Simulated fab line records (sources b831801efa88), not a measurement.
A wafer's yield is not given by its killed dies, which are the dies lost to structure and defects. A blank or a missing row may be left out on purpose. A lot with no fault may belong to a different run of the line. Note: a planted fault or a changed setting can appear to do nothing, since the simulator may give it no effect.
Which tool was responsible? | flow gf180mcu | 36 wafers from 12 lots sampled at 5 of the route's 602 steps

WHAT THE GAUGES READ, wafer by wafer
GF_V1_RS_MEAS_24: the measuring method here is four-point-probe.
lot  | measured     | on           | V1_W_RS (ohm/sq)
L103 | day 18 08:13 | filmMetro-02 | 0.331 0.325 0.330
L107 | day 19 19:16 | filmMetro-01 | 0.325 0.321 0.318
L108 | day 19 23:56 | filmMetro-02 | 0.322 0.323 0.333
L109 | day 20 08:35 | filmMetro-03 | 0.320 0.326 0.322
L110 | day 20 23:16 | filmMetro-02 | 0.324 0.317 0.320
L111 | day 21 07:18 | filmMetro-01 | 0.330 0.325 0.321
L112 | day 21 12:26 | filmMetro-03 | 0.328 0.323 0.331
L113 | day 22 05:38 | filmMetro-01 | 0.323 0.324 0.320
L114 | day 22 13:05 | filmMetro-02 | 0.330 0.337 0.332
L116 | day 23 03:02 | filmMetro-01 | 0.317 0.328 0.317
L120 | day 24 10:03 | filmMetro-03 | 0.323 0.326 0.327
L126 | day 26 14:26 | filmMetro-01 | 0.335 0.330 0.331

GF_M2_CD_MEAS_14: target cd 280 nm.
lot  | measured     | on       | cdNm (nm)
L103 | day 19 09:05 | cdSem-02 | 280.6 279.7 279.4
L107 | day 20 19:44 | cdSem-02 | 280.6 279.5 280.8
L108 | day 21 00:46 | cdSem-01 | 281.4 281.0 280.8
L109 | day 21 09:18 | cdSem-01 | 280.0 278.7 280.2
L110 | day 21 23:20 | cdSem-02 | 280.6 279.7 280.3
L111 | day 22 07:49 | cdSem-01 | 280.4 280.9 280.7
L112 | day 22 12:59 | cdSem-01 | 278.9 279.0 278.3
L113 | day 23 05:20 | cdSem-02 | 279.0 279.0 278.2
L114 | day 23 12:11 | cdSem-01 | 280.0 279.1 280.6
L116 | day 24 01:53 | cdSem-02 | 281.5 281.7 280.9
L120 | day 25 08:29 | cdSem-02 | 270.3 273.8 275.0
L126 | day 27 12:01 | cdSem-02 | 278.8 279.0 279.3

WHAT TOOL EACH LOT RAN ON (gives the tool, then ch and the chambers of the sampled wafers, and finally the start)
lot  | GF_V1_CVD_23                 | GF_M2_SPUTTER_03            | GF_M2_EXPOSE_11
L103 | cvdW-02 ch 0,1, day 18 08:06 | pvdSputter-04, day 18 08:52 | krfScanner-01 ch 0, day 18 21:17
L107 | cvdW-01 ch 0,1, day 19 19:08 | pvdSputter-04, day 19 19:54 | krfScanner-02 ch 0, day 20 07:46
L108 | cvdW-01 ch 0,1, day 19 23:47 | pvdSputter-02, day 20 00:33 | krfScanner-01 ch 0, day 20 12:58
L109 | cvdW-01 ch 0,1, day 20 08:26 | pvdSputter-04, day 20 09:12 | krfScanner-01 ch 0, day 20 21:52
L110 | cvdW-01 ch 0,1, day 20 23:07 | pvdSputter-03, day 20 23:53 | krfScanner-02 ch 0, day 21 11:55
L111 | cvdW-02 ch 0,1, day 21 07:11 | pvdSputter-03, day 21 07:54 | krfScanner-01 ch 0, day 21 20:20
L112 | cvdW-01 ch 0,1, day 21 12:20 | pvdSputter-04, day 21 13:02 | krfScanner-02 ch 0, day 22 01:09
L113 | cvdW-01 ch 0,1, day 22 05:30 | pvdSputter-03, day 22 06:13 | krfScanner-01 ch 0, day 22 18:28
L114 | cvdW-02 ch 0,1, day 22 12:59 | pvdSputter-02, day 22 13:44 | krfScanner-01 ch 0, day 23 01:01
L116 | cvdW-01 ch 0,1, day 23 02:54 | pvdSputter-04, day 23 03:40 | krfScanner-01 ch 0, day 23 14:53
L120 | cvdW-02 ch 0,1, day 24 09:56 | pvdSputter-02, day 24 10:41 | krfScanner-01 ch 0, day 24 22:12
L126 | cvdW-02 ch 0,1, day 26 14:19 | pvdSputter-02, day 26 15:05 | krfScanner-02 ch 0, day 27 02:10
- GF_V1_CVD_23: deposits W, target thk 350 nm, time 105.05 s.
- GF_M2_SPUTTER_03: material Ti, target thk 10 nm, time 6.7 s.
- GF_M2_EXPOSE_11: exposes mask Metal2, target cd 280 nm.

AS READ BY THE TOOLS THEMSELVES (means over the sampled wafers that have a number; for cases with no such wafer, the mark the record gives instead)
GF_V1_CVD_23.
lot  | tool    | heaterPowerW (W)
L103 | cvdW-02 | 837
L107 | cvdW-01 | 894
L108 | cvdW-01 | 884
L109 | cvdW-01 | 885
L110 | cvdW-01 | 898
L111 | cvdW-02 | 844
L112 | cvdW-01 | 949
L113 | cvdW-01 | 959
L114 | cvdW-02 | 837
L116 | cvdW-01 | 897
L120 | cvdW-02 | 896
L126 | cvdW-02 | 908

GF_M2_SPUTTER_03.
lot  | tool          | throttleValvePct (%)
L103 | pvdSputter-04 | 29.9
L107 | pvdSputter-04 | 29.6
L108 | pvdSputter-02 | 30.2
L109 | pvdSputter-04 | 30.6
L110 | pvdSputter-03 | 30.4
L111 | pvdSputter-03 | 29.7
L112 | pvdSputter-04 | 30.2
L113 | pvdSputter-03 | 29.7
L114 | pvdSputter-02 | 30.3
L116 | pvdSputter-04 | 29.9
L120 | pvdSputter-02 | 30.0
L126 | pvdSputter-02 | 30.2

GF_M2_EXPOSE_11.
lot  | tool          | exposureDoseMJCm2
L103 | krfScanner-01 | 27.956
L107 | krfScanner-02 | 27.962
L108 | krfScanner-01 | 27.984
L109 | krfScanner-01 | 27.988
L110 | krfScanner-02 | 27.971
L111 | krfScanner-01 | 27.947
L112 | krfScanner-02 | 27.981
L113 | krfScanner-01 | 27.981
L114 | krfScanner-01 | 27.964
L116 | krfScanner-01 | 27.980
L120 | krfScanner-01 | 27.362
L126 | krfScanner-02 | 27.929

THE ANSWER, worked out from the rows above alone
Rule: usual is defined by the lots themselves. The widest of any qualifying gaps counts: lots, ordered by their means at a reading, are off when they make up no more than a third of the lots, leave a main group of 4 or more, and stand apart from it by 3 or more times the standard deviation of that group's means. Not used: any main group whose means are identical at the precision the tables above print for the reading. Also off: a lot with no number at a reading for which 4 or more lots have one. The other lots that the step has rows for count as sound. First the gauges in route order, then the tools' own readings, where a lot's mean is used as printed above. At the first step where some lot is off, the reading lying furthest off is the one used; lots without a number count as furthest.
Off, at GF_M2_CD_MEAS_14 on cdNm: L120. The main group has a mean of 280.0 nm with a standard deviation of 0.85.
A tool fits if, at a process step before that reading, it ran every lot that is off, and no sound lot after the first of them. Not tried: the gauges at GF_M2_CD_MEAS_14; whatever is off there is also off at GF_M2_EXPOSE_11, on other tools, and gauge error can't account for it. One candidate fits, namely krfScanner-01 at GF_M2_EXPOSE_11. A fault onset in the window from L116 (day 23 14:53, its last sound lot) to L120 (day 24 22:12, its first lot off) fits.
On the lots that are off, the tool's own readings at GF_M2_EXPOSE_11 differ by more than 5 times the standard deviation of the sound lots' means, which bears it out; exposureDoseMJCm2 reads 27.362 there versus 27.968 on the sound lots.

WHAT HAD BEEN PUT IN BY THE SIMULATOR
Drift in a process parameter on krfScanner-01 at GF_M2_EXPOSE_11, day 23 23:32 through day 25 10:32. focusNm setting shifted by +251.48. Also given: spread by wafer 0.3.
Struck lots among those shown: L120. The rule above reached the same finding.
